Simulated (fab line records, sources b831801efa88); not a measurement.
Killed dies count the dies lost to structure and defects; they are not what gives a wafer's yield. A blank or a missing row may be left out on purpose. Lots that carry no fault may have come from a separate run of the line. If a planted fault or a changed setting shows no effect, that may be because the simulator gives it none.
Chamber matching	flow gf180mcu	cmp-01 running GF_V1_CMP_04: 4 sister chambers
The step polishes SiO2. 8 wafers are shown with their chamber, then 7 later ones without.

## WAFERS, EACH WITH ITS CHAMBER
wafer	chamber	motor current A (A)	slurry flow ml min
L181.1	0	12.7	150.1
L182.2	2	14.6	150.9
L182.6	1	13.1	150.3
L183.2	3	14.7	149.4
L183.4	1	13.9	150.0
L183.6	2	14.1	150.6
L185.2	3	13.5	148.7
L185.4	0	12.2	149.7

## WAFERS WITHOUT THEIR CHAMBER
wafer	motor current A (A)	slurry flow ml min
L185.5	12.3	149.5
L189.1	14.8	150.4
L189.3	13.8	149.1
L189.6	12.4	149.9
L196.2	13.4	149.2
L196.3	14.8	149.9
L196.6	13.8	150.6

## WHICH CHAMBER EACH ONE RAN IN
wafer	from the rows above	in truth
L185.5	can't be placed: 0 or 1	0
L189.1	can't be placed: 2 or 1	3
L189.3	3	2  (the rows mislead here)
L189.6	can't be placed: 0 or 1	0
L196.2	can't be placed: 3 or 0 or 1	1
L196.3	can't be placed: 1 or 2 or 3 or 0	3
L196.6	can't be placed: 2 or 1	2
Placed correctly: 0 of 7. Can't be placed from these rows: 6 (the true chamber is among the candidates in 5). Placed wrongly: 1.
How it was worked out, from the rows above alone: a wafer's distance from a chamber is the root of the sum, over the readings, of the square of ((its reading less the chamber's mean) divided by the reading's scatter). The wafer belongs to the nearest chamber; if the next one is less than 2 further off, it can't be placed. The mean given for a chamber averages the wafers shown for that chamber. The scatter: the root of (the sum of the squares of (reading less its chamber's mean) over the shown wafers, divided by (wafers less chambers)).
